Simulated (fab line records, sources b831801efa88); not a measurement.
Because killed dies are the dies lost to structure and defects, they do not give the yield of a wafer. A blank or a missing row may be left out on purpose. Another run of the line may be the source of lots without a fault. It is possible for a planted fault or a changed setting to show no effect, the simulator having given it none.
The tool behind it: which one? | flow sky130 | 18 wafers from 6 lots sampled at 2 of the route's 708 steps

## WHAT THE GAUGES SHOWED, per wafer
SKY_METAL4_CD_MEAS_13: the cd target is 300 nm.
lot  | measured     | on        | cd_nm (nm)
L748 | day 42 16:23 | cd_sem-02 | 302.9 302.6 301.8
L749 | day 43 04:37 | cd_sem-02 | 299.2 300.7 298.0
L755 | day 44 06:58 | cd_sem-01 | 301.5 300.3 300.2
L757 | day 45 00:59 | cd_sem-02 | 299.0 300.8 300.5
L760 | day 45 13:29 | cd_sem-01 | 301.0 300.6 301.4
L763 | day 46 11:23 | cd_sem-02 | 300.5 300.5 299.9

## WHAT TOOL EACH LOT RAN ON (gives the tool, then ch and the chambers of the sampled wafers, and finally the start)
lot  | SKY_CONTACT_STRIP_19
L748 | plasma_asher-02 ch 0, day 32 16:24
L749 | plasma_asher-04 ch 0,1, day 33 04:27
L755 | plasma_asher-02 ch 0,1, day 34 11:20
L757 | plasma_asher-02 ch 0,1, day 35 10:26
L760 | plasma_asher-02 ch 0,1, day 36 02:29
L763 | plasma_asher-04 ch 0,1, day 37 02:20
- SKY_CONTACT_STRIP_19: strips in O2/N2.

## THE ANSWER, worked out from the rows above alone
Rule: the lots themselves supply what counts as usual. The widest of any qualifying gaps counts: lots, ordered by their means at a reading, are off when they make up no more than a third of the lots, leave a main group of 4 or more, and stand apart from it by 3 or more times the standard deviation of that group's means. If all means in a main group match to the digits the tables above print for the reading, that group is not used. A lot without any number at a reading at which 4 lots or more have one is off too. All remaining lots with rows at the step are treated as sound.
No lot is off at any reading shown: from this, nothing can be told.

## WHAT THE SIMULATOR PUT IN
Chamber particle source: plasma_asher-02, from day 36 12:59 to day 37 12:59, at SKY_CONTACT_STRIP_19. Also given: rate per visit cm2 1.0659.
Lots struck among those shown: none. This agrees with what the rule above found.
